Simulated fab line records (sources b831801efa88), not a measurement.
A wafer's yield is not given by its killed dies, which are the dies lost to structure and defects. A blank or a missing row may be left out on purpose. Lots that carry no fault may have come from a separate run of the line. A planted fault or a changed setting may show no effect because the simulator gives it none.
fab line records	flow gf180mcu	part 1 of 2: steps 1 to 25 of 35
record: lots: 5	wafers: 15	last-day: 34
route steps=602 shown NWELL@51 LVPWELL@54 MVSD@66 MVPSD@78
lots that met no fault: taken from a fault-free run of the same line
start-h: hours from the record's first day to the start of the lot's first wafer shown	wait-h: hours from the lot's prior step to this one	" identical to the entry in the row above	L1.1+2: a single row standing in for several wafers	- no value, or no start was given	* or withheld: withheld	< > ~ a bound
route shown NAME@n: names a module that has steps shown in the file, with the first one's number in the route	usual: average and standard deviation across the fault-free wafers	same: alike in all rows	chamber/n: place in a boat	sites: readings site by site	_std_site: how widely they spread, as a standard deviation	_edge_site: outer sites' mean less inner sites'	radius-mm: how far each site lies from the wafer's centre	mask NAME#n: copy n	behind: the tool/chamber that last shaped the wafer	hold: why the lot was held/for how many hours/how that ended	device: names the non-switching transistor (n, p or np)	end of line: the same wafers' tests at the end of the route	step lacking rows: just its recipe	killed: at the first sort, the dies lost to defects and structure; wafer yield is something else	map: shows each die of a wafer: x if killed, . if not, _ if none is there
set.NAME: the setting as run; set.NAME@STEP: as run at that earlier step	model.NAME: the simulator's own value behind a step, which no gauge read
lots at some steps of the route; a table a step, a row a wafer
services: when a tool's chamber went out of use (start-h, in hours from the record's first day, below 0 if earlier), for how many hours, and the reason
== steps ==
step: GF_NWELL_IMPLANT_09
recipe: species: P	energy-kev: 160	dose-cm2: 4e+12	tilt-deg: 0
lot.wafer	tool	chamber	start-h	wait-h
L078.1+5+6	implanter-04	0	76.90	0.1
L080.1+4+5	implanter-04	0	89.60	0.1
L085.1+2+6	implanter-04	0	118.09	0.1
L093.1+2+3	implanter-04	0	159.62	0.1
L095.4+5+6	implanter-02	0	169.27	0.1
step: GF_NWELL_STRIP_10
recipe: chemistry: O2/N2	power-w: 1400	pressure-mtorr: 1500	platen-temp-c: 250	o2-flow-sccm: 3000	n2-flow-sccm: 300	overash-fraction: 0.5
usual: chamber-pressure-mTorr: 1499.8/1.2	drypump-motor-current-A: 5.6/0.4	heater-power-w: 323/33	oes-product-au: 0.723/0.0043	strip-time-to-endpoint-s: 37.00/0.09
lot.wafer	tool	chamber	start-h	wait-h	chamber-pressure-mTorr	drypump-motor-current-A	heater-power-w	oes-product-au	rf-hours-counter-h	strip-time-to-endpoint-s
L078.1	plasma-asher-04	1	77.05	0.1	1498.4	5.3	307	0.721	43	37.13
L078.5	"	1	"	"	1500.7	5.3	302	0.724	-	37.11
L078.6	"	0	"	"	1498.6	5.2	310	0.726	-	36.97
L080.1	plasma-asher-01	1	89.75	0.1	1498.3	5.5	298	0.719	44	37.06
L080.4	"	0	"	"	1498.3	5.7	386	0.718	-	37.02
L080.5	"	0	"	"	1501.4	5.7	389	0.715	-	37.05
L085.1	plasma-asher-01	0	118.24	0.1	1501.3	5.7	378	0.716	47	37.04
L085.2	"	1	"	"	1501.0	5.5	297	0.719	47	37.11
L085.6	"	1	"	"	1499.4	5.5	306	0.721	-	37.01
L093.1	plasma-asher-04	1	159.77	0.1	1498.0	5.4	305	0.731	52	37.03
L093.2	"	0	"	"	1500.6	5.2	308	0.724	52	36.96
L093.3	"	1	"	"	1501.6	5.3	304	0.720	-	36.97
L095.4	plasma-asher-04	1	169.38	0.1	1500.1	5.4	308	0.721	-	36.99
L095.5	"	1	"	"	1498.4	5.4	308	0.721	-	36.95
L095.6	"	0	"	"	1500.6	5.3	303	0.725	-	36.96
step: GF_NWELL_TW_MEAS_11
usual: NWELL_TW: 1577/7.5
lot.wafer	tool	chamber	start-h	wait-h	NWELL_TW
L078.1	film-metro-04	-	77.15	0.1	1592
L078.5	"	-	"	"	1586
L078.6	"	-	"	"	1592
L080.1	film-metro-02	-	89.85	0.1	1578
L080.4	"	-	"	"	1567
L080.5	"	-	"	"	1576
L085.1	film-metro-02	-	118.34	0.1	1575
L085.2	"	-	"	"	1574
L085.6	"	-	"	"	1576
L093.1	film-metro-02	-	159.87	0.1	1570
L093.2	"	-	"	"	1563
L093.3	"	-	"	"	1557
L095.4	film-metro-01	-	169.48	0.1	1573
L095.5	"	-	"	"	1580
L095.6	"	-	"	"	1574
step: GF_LVPWELL_DEHYDRATE_00
recipe: temp-c: 200	time-s: 60
usual: heater-power-total-W: 160.37/0.13	resist-line-temp-C: 22.99/0.11
same: time-s: 60
lot.wafer	tool	chamber	start-h	wait-h	heater-power-total-W	resist-line-temp-C
L078.1	litho-track-04	0	83.33	6.2	160.32	23.01
L078.5	"	0	"	"	160.35	22.93
L078.6	"	0	"	"	160.17	22.99
L080.1	litho-track-01	0	95.66	5.8	160.37	22.96
L080.4	"	0	"	"	160.50	22.86
L080.5	"	0	"	"	160.55	22.82
L085.1	litho-track-04	0	125.18	6.8	160.46	23.04
L085.2	"	0	"	"	160.21	23.07
L085.6	"	0	"	"	160.55	22.95
L093.1	litho-track-02	0	167.06	7.2	160.47	23.10
L093.2	"	0	"	"	160.42	23.20
L093.3	"	0	"	"	160.37	23.08
L095.4	litho-track-02	0	176.79	7.3	160.58	23.04
L095.5	"	0	"	"	160.39	22.86
L095.6	"	0	"	"	160.21	22.92
step: GF_LVPWELL_HMDS_01
recipe: prime-time-s: 60	prime-temp-c: 120
usual: resist-line-temp-C: 22.99/0.11
lot.wafer	tool	chamber	start-h	wait-h	resist-line-temp-C
L078.1	litho-track-04	0	83.48	0.1	23.05
L078.5	"	0	"	"	23.21
L078.6	"	0	"	"	23.27
L080.1	litho-track-01	0	95.81	0.1	22.76
L080.4	"	0	"	"	22.89
L080.5	"	0	"	"	23.02
L085.1	litho-track-04	0	125.33	0.1	22.70
L085.2	"	0	"	"	22.91
L085.6	"	0	"	"	22.87
L093.1	litho-track-02	0	167.21	0.1	22.93
L093.2	"	0	"	"	22.84
L093.3	"	0	"	"	22.90
L095.4	litho-track-02	0	176.94	0.1	22.89
L095.5	"	0	"	"	23.02
L095.6	"	0	"	"	23.10
step: GF_LVPWELL_COAT_02
recipe: spin-rpm: 2000	resist-thk-nm: 3000
usual: resist-line-temp-C: 22.98/0.11	spin-speed-rpm: 2000.1/1.5
lot.wafer	tool	chamber	start-h	wait-h	resist-line-temp-C	spin-speed-rpm
L078.1	litho-track-04	0	83.63	0.1	23.25	2001.3
L078.5	"	0	"	"	23.11	2001.4
L078.6	"	0	"	"	23.04	2001.4
L080.1	litho-track-01	0	95.96	0.1	22.92	2002.0
L080.4	"	0	"	"	23.01	2001.1
L080.5	"	0	"	"	22.95	2002.1
L085.1	litho-track-04	0	125.48	0.1	22.99	1996.2
L085.2	"	0	"	"	22.95	2000.6
L085.6	"	0	"	"	22.82	1998.5
L093.1	litho-track-02	0	167.36	0.1	22.98	2000.0
L093.2	"	0	"	"	22.96	1998.4
L093.3	"	0	"	"	23.15	1999.2
L095.4	litho-track-02	0	177.09	0.1	23.04	1998.0
L095.5	"	0	"	"	22.85	1999.7
L095.6	"	0	"	"	23.00	1997.9
step: GF_LVPWELL_SOFTBAKE_03
recipe: temp-c: 110	time-s: withheld
usual: heater-power-total-W: 65.33/0.13	resist-line-temp-C: 22.99/0.11
lot.wafer	tool	chamber	start-h	wait-h	heater-power-total-W	resist-line-temp-C
L078.1	litho-track-04	0	83.78	0.1	65.40	22.91
L078.5	"	0	"	"	65.19	22.94
L078.6	"	0	"	"	65.49	22.92
L080.1	litho-track-01	0	96.11	0.1	65.17	22.96
L080.4	"	0	"	"	65.46	22.98
L080.5	"	0	"	"	65.27	22.96
L085.1	litho-track-04	0	125.63	0.1	65.41	22.78
L085.2	"	0	"	"	65.51	22.99
L085.6	"	0	"	"	65.24	22.92
L093.1	litho-track-02	0	167.51	0.1	65.18	22.90
L093.2	"	0	"	"	65.48	22.94
L093.3	"	0	"	"	65.43	23.02
L095.4	litho-track-02	0	177.26	0.1	65.33	23.01
L095.5	"	0	"	"	65.55	23.07
L095.6	"	0	"	"	65.46	22.94
step: GF_LVPWELL_EXPOSE_04
recipe: mask-id: LVPWELL	target-cd-nm: 600	na: 0.6	source-shape: conventional	sigma-outer: 0.6	dose-mj: 260
same: sigma-outer: 0.6
lot.wafer	tool	chamber	start-h	wait-h	mask
L078.1+5+6	iline-stepper-02	0	-	-	LVPWELL#0
L080.1+4+5	iline-stepper-01	0	-	-	LVPWELL#0
L085.1+2+6	iline-stepper-01	0	-	-	LVPWELL#0
L093.1+2+3	iline-stepper-02	0	-	-	LVPWELL#0
L095.4+5+6	iline-stepper-02	0	-	-	LVPWELL#0
step: GF_LVPWELL_PEB_05
recipe: temp-c: 115	time-s: withheld
usual: heater-power-total-W: 69.34/0.14	resist-line-temp-C: 23.02/0.1
lot.wafer	tool	chamber	start-h	wait-h	heater-power-total-W	resist-line-temp-C
L078.1	litho-track-04	0	-	-	69.35	23.05
L078.5	"	0	"	"	69.43	23.08
L078.6	"	0	"	"	69.47	23.11
L080.1	litho-track-02	0	-	-	69.40	23.11
L080.4	"	0	"	"	69.28	23.20
L080.5	"	0	"	"	69.23	23.14
L085.1	litho-track-04	0	-	-	69.45	23.00
L085.2	"	0	"	"	69.30	22.95
L085.6	"	0	"	"	69.43	23.12
L093.1	litho-track-01	0	-	-	69.27	22.98
L093.2	"	0	"	"	69.27	22.94
L093.3	"	0	"	"	69.50	22.84
L095.4	litho-track-01	0	-	-	69.20	23.00
L095.5	"	0	"	"	69.15	23.12
L095.6	"	0	"	"	69.21	23.19
step: GF_LVPWELL_DEVELOP_06
recipe: wall-angle-deg: 90	develop-time-s: 60	dev-temp-c: 23
usual: resist-line-temp-C: 22.97/0.12
lot.wafer	tool	chamber	start-h	wait-h	resist-line-temp-C
L078.1	litho-track-04	0	-	-	22.71
L078.5	"	0	"	"	22.82
L078.6	"	0	"	"	22.83
L080.1	litho-track-02	0	-	-	23.00
L080.4	"	0	"	"	22.91
L080.5	"	0	"	"	23.15
L085.1	litho-track-04	0	-	-	22.95
L085.2	"	0	"	"	22.99
L085.6	"	0	"	"	23.07
L093.1	litho-track-01	0	-	-	23.02
L093.2	"	0	"	"	23.10
L093.3	"	0	"	"	23.22
L095.4	litho-track-01	0	-	-	23.12
L095.5	"	0	"	"	23.03
L095.6	"	0	"	"	23.05
step: GF_LVPWELL_OVL_MEAS_07
usual: LVPWELL_OVL: 0.4/1.2
lot.wafer	tool	chamber	start-h	wait-h	LVPWELL_OVL[nm]
L078.1	overlay-01	-	90.93	-	2.1
L078.5	"	-	"	"	1.7
L078.6	"	-	"	"	1.4
L080.1	overlay-02	-	102.81	-	1.3
L080.4	"	-	"	"	0.6
L080.5	"	-	"	"	-0.1
L085.1	overlay-02	-	133.38	-	0.1
L085.2	"	-	"	"	0.4
L085.6	"	-	"	"	0.6
L093.1	overlay-02	-	175.51	-	-0.5
L093.2	"	-	"	"	-1.2
L093.3	"	-	"	"	0.2
L095.4	overlay-02	-	185.42	-	0.7
L095.5	"	-	"	"	0.2
L095.6	"	-	"	"	0.4
step: GF_LVPWELL_IMPLANT_08
recipe: species: B	energy-kev: 170	dose-cm2: 1.5e+13	tilt-deg: 0
lot.wafer	tool	chamber	start-h	wait-h
L078.1+5+6	implanter-04	0	90.96	0.0
L080.1+4+5	implanter-01	0	102.85	0.0
L085.1+2+6	implanter-01	0	133.41	0.0
L093.1+2+3	implanter-01	0	175.54	0.0
L095.4+5+6	implanter-01	0	185.52	0.1
step: GF_LVPWELL_IMPLANT_09
recipe: species: B	energy-kev: 60	dose-cm2: 5e+12	tilt-deg: 0
lot.wafer	tool	chamber	start-h	wait-h
L078.1+5+6	implanter-04	0	91.11	0.1
L080.1+4+5	implanter-01	0	103.00	0.1
L085.1+2+6	implanter-01	0	133.56	0.1
L093.1+2+3	implanter-01	0	175.69	0.1
L095.4+5+6	implanter-01	0	185.67	0.1
step: GF_LVPWELL_STRIP_10
recipe: chemistry: O2/N2	power-w: 1400	pressure-mtorr: 1500	platen-temp-c: 250	o2-flow-sccm: 3000	n2-flow-sccm: 300	overash-fraction: 0.5
usual: chamber-pressure-mTorr: 1499.9/1.3	drypump-motor-current-A: 5.09/0.29	heater-power-w: 349/40	oes-product-au: 0.722/0.0047	strip-time-to-endpoint-s: 36.98/0.12
lot.wafer	tool	chamber	start-h	wait-h	chamber-pressure-mTorr	drypump-motor-current-A	heater-power-w	oes-product-au	rf-hours-counter-h	strip-time-to-endpoint-s
L078.1	plasma-asher-04	0	91.26	0.1	1500.5	5.23	307	0.722	45	37.16
L078.5	"	1	"	"	1501.2	5.35	308	0.718	-	37.06
L078.6	"	0	"	"	1500.8	5.23	303	0.727	-	37.26
L080.1	plasma-asher-03	1	103.15	0.1	1498.2	4.85	372	0.720	29	36.95
L080.4	"	0	"	"	1499.3	4.82	395	0.720	-	36.90
L080.5	"	1	"	"	1500.4	4.83	373	0.707	-	36.83
L085.1	plasma-asher-04	1	133.71	0.1	1499.5	5.33	301	0.726	49	37.03
L085.2	"	0	"	"	1499.4	5.20	305	0.716	49	36.98
L085.6	"	1	"	"	1499.4	5.33	305	0.719	-	36.95
L093.1	plasma-asher-03	0	175.84	0.1	1499.0	4.79	391	0.721	37	37.01
L093.2	"	1	"	"	1498.3	4.82	360	0.721	37	37.14
L093.3	"	0	"	"	1499.1	4.82	390	0.733	-	37.06
L095.4	plasma-asher-03	0	185.77	0.1	1499.8	4.80	395	0.723	-	36.96
L095.5	"	0	"	"	1498.7	4.81	391	0.725	-	36.96
L095.6	"	1	"	"	1499.8	4.83	371	0.719	-	37.00
step: GF_LVPWELL_TW_MEAS_11
usual: LVPWELL_TW: 559.6/2.5
lot.wafer	tool	chamber	start-h	wait-h	LVPWELL_TW
L078.1	film-metro-02	-	91.36	0.1	557.3
L078.5	"	-	"	"	558.9
L078.6	"	-	"	"	559.6
L080.1	film-metro-04	-	103.25	0.1	564.6
L080.4	"	-	"	"	567.4
L080.5	"	-	"	"	563.5
L085.1	film-metro-01	-	133.81	0.1	559.7
L085.2	"	-	"	"	556.7
L085.6	"	-	"	"	558.6
L093.1	film-metro-01	-	175.94	0.1	560.9
L093.2	"	-	"	"	559.7
L093.3	"	-	"	"	558.3
L095.4	film-metro-01	-	185.87	0.1	560.0
L095.5	"	-	"	"	561.4
L095.6	"	-	"	"	560.0
step: GF_MVSD_DEHYDRATE_00
recipe: temp-c: 200	time-s: 60
usual: heater-power-total-W: 160.36/0.12	resist-line-temp-C: 22.99/0.094
same: time-s: 60
lot.wafer	tool	chamber	start-h	wait-h	heater-power-total-W	resist-line-temp-C
L078.1	litho-track-03	0	97.34	6.0	160.51	23.07
L078.5	"	0	"	"	160.47	22.96
L078.6	"	0	"	"	160.25	22.88
L080.1	litho-track-01	0	109.76	6.5	160.37	22.99
L080.4	"	0	"	"	160.34	23.14
L080.5	"	0	"	"	160.24	22.95
L085.1	litho-track-04	0	141.23	7.4	160.33	23.06
L085.2	"	0	"	"	160.27	22.98
L085.6	"	0	"	"	160.47	23.05
L093.1	litho-track-01	0	183.46	7.5	160.57	22.76
L093.2	"	0	"	"	160.32	23.00
L093.3	"	0	"	"	160.18	22.89
L095.4	litho-track-03	0	194.01	8.1	160.15	22.95
L095.5	"	0	"	"	160.36	23.07
L095.6	"	0	"	"	160.39	22.99
step: GF_MVSD_HMDS_01
recipe: prime-time-s: 60	prime-temp-c: 120
usual: resist-line-temp-C: 22.99/0.1
lot.wafer	tool	chamber	start-h	wait-h	resist-line-temp-C
L078.1	litho-track-03	0	97.49	0.1	23.10
L078.5	"	0	"	"	23.04
L078.6	"	0	"	"	23.00
L080.1	litho-track-01	0	109.91	0.1	22.99
L080.4	"	0	"	"	22.98
L080.5	"	0	"	"	23.07
L085.1	litho-track-04	0	141.38	0.1	23.24
L085.2	"	0	"	"	23.10
L085.6	"	0	"	"	23.05
L093.1	litho-track-01	0	183.61	0.1	23.01
L093.2	"	0	"	"	23.03
L093.3	"	0	"	"	22.90
L095.4	litho-track-03	0	194.16	0.1	22.98
L095.5	"	0	"	"	22.75
L095.6	"	0	"	"	22.87
step: GF_MVSD_COAT_02
recipe: spin-rpm: 2000	resist-thk-nm: 3000
usual: resist-line-temp-C: 22.99/0.1	spin-speed-rpm: 1999.7/1.5
lot.wafer	tool	chamber	start-h	wait-h	resist-line-temp-C	spin-speed-rpm
L078.1	litho-track-03	0	97.64	0.1	22.84	1999.0
L078.5	"	0	"	"	23.07	2000.7
L078.6	"	0	"	"	23.06	2001.6
L080.1	litho-track-01	0	110.06	0.1	23.26	2002.7
L080.4	"	0	"	"	23.26	2000.0
L080.5	"	0	"	"	23.12	1999.4
L085.1	litho-track-04	0	141.53	0.1	22.82	1998.9
L085.2	"	0	"	"	22.89	1999.1
L085.6	"	0	"	"	22.95	2000.7
L093.1	litho-track-01	0	183.76	0.1	22.92	2000.8
L093.2	"	0	"	"	22.90	2001.6
L093.3	"	0	"	"	22.89	1996.1
L095.4	litho-track-03	0	194.31	0.1	23.11	2000.3
L095.5	"	0	"	"	23.15	1997.8
L095.6	"	0	"	"	23.08	1998.3
step: GF_MVSD_SOFTBAKE_03
recipe: temp-c: 110	time-s: withheld
usual: heater-power-total-W: 65.32/0.13	resist-line-temp-C: 23.00/0.1
lot.wafer	tool	chamber	start-h	wait-h	heater-power-total-W	resist-line-temp-C
L078.1	litho-track-03	0	97.79	0.1	65.23	22.99
L078.5	"	0	"	"	65.25	22.99
L078.6	"	0	"	"	65.26	23.19
L080.1	litho-track-01	0	110.21	0.1	65.31	22.84
L080.4	"	0	"	"	65.27	22.89
L080.5	"	0	"	"	65.31	22.90
L085.1	litho-track-04	0	141.68	0.1	65.45	23.11
L085.2	"	0	"	"	65.51	23.10
L085.6	"	0	"	"	65.46	22.93
L093.1	litho-track-01	0	183.91	0.1	65.22	22.89
L093.2	"	0	"	"	65.35	23.05
L093.3	"	0	"	"	65.33	23.02
L095.4	litho-track-03	0	194.49	0.1	65.33	22.96
L095.5	"	0	"	"	65.58	22.91
L095.6	"	0	"	"	65.31	22.77
step: GF_MVSD_EXPOSE_04
recipe: mask-id: MVSD	target-cd-nm: 1000	na: 0.6	source-shape: conventional	sigma-outer: 0.6	dose-mj: 260
same: sigma-outer: 0.6
lot.wafer	tool	chamber	start-h	wait-h	mask
L078.1+5+6	iline-stepper-02	0	-	-	MVSD#0
L080.1+4+5	iline-stepper-02	0	-	-	MVSD#0
L085.1+2+6	iline-stepper-01	0	-	-	MVSD#0
L093.1+2+3	iline-stepper-02	0	-	-	MVSD#0
L095.4+5+6	iline-stepper-01	0	-	-	MVSD#0
step: GF_MVSD_PEB_05
recipe: temp-c: 115	time-s: withheld
usual: heater-power-total-W: 69.34/0.13	resist-line-temp-C: 23.00/0.1
lot.wafer	tool	chamber	start-h	wait-h	heater-power-total-W	resist-line-temp-C
L078.1	litho-track-03	0	-	-	69.58	22.83
L078.5	"	0	"	"	69.48	22.96
L078.6	"	0	"	"	69.50	23.04
L080.1	litho-track-04	0	-	-	69.17	23.04
L080.4	"	0	"	"	69.30	23.37
L080.5	"	0	"	"	69.44	23.25
L085.1	litho-track-04	0	-	-	69.27	23.04
L085.2	"	0	"	"	69.16	22.95
L085.6	"	0	"	"	69.59	23.10
L093.1	litho-track-01	0	-	-	69.26	22.93
L093.2	"	0	"	"	69.46	23.00
L093.3	"	0	"	"	69.33	22.98
L095.4	litho-track-01	0	-	-	69.17	22.95
L095.5	"	0	"	"	69.24	22.95
L095.6	"	0	"	"	69.16	23.05
step: GF_MVSD_DEVELOP_06
recipe: wall-angle-deg: 90	develop-time-s: 60	dev-temp-c: 23
usual: resist-line-temp-C: 23.00/0.097
lot.wafer	tool	chamber	start-h	wait-h	resist-line-temp-C
L078.1	litho-track-03	0	-	-	22.86
L078.5	"	0	"	"	23.15
L078.6	"	0	"	"	22.95
L080.1	litho-track-04	0	-	-	23.16
L080.4	"	0	"	"	23.16
L080.5	"	0	"	"	23.06
L085.1	litho-track-04	0	-	-	22.97
L085.2	"	0	"	"	22.89
L085.6	"	0	"	"	23.00
L093.1	litho-track-01	0	-	-	22.96
L093.2	"	0	"	"	22.91
L093.3	"	0	"	"	22.94
L095.4	litho-track-01	0	-	-	22.81
L095.5	"	0	"	"	22.92
L095.6	"	0	"	"	22.78
step: GF_MVSD_OVL_MEAS_07
usual: MVSD_OVL: 0.0/1.4
lot.wafer	tool	chamber	start-h	wait-h	MVSD_OVL[nm]
L078.1	overlay-01	-	104.79	-	-1.5
L078.5	"	-	"	"	-1.4
L078.6	"	-	"	"	-0.8
L080.1	overlay-02	-	117.83	-	0.3
L080.4	"	-	"	"	-3.8
L080.5	"	-	"	"	1.5
L085.1	overlay-02	-	149.03	-	-0.9
L085.2	"	-	"	"	2.3
L085.6	"	-	"	"	-0.9
L093.1	overlay-02	-	192.16	-	0.4
L093.2	"	-	"	"	-1.0
L093.3	"	-	"	"	0.7
L095.4	overlay-02	-	203.32	-	-1.4
L095.5	"	-	"	"	1.3
L095.6	"	-	"	"	-2.2
step: GF_MVSD_IMPLANT_08
recipe: species: P	energy-kev: 400	dose-cm2: 1.6e+13	tilt-deg: 0
lot.wafer	tool	chamber	start-h	wait-h
L078.1+5+6	implanter-02	0	104.83	0.0
L080.1+4+5	implanter-01	0	117.86	0.0
L085.1+2+6	implanter-01	0	149.06	0.0
L093.1+2+3	implanter-02	0	192.19	0.0
L095.4+5+6	implanter-01	0	203.42	0.1
step: GF_MVSD_IMPLANT_09
recipe: species: P	energy-kev: 100	dose-cm2: 5e+12	tilt-deg: 0
lot.wafer	tool	chamber	start-h	wait-h
L078.1+5+6	implanter-02	0	104.98	0.1
L080.1+4+5	implanter-01	0	118.01	0.1
L085.1+2+6	implanter-01	0	149.21	0.1
L093.1+2+3	implanter-02	0	192.34	0.1
L095.4+5+6	implanter-01	0	203.57	0.1
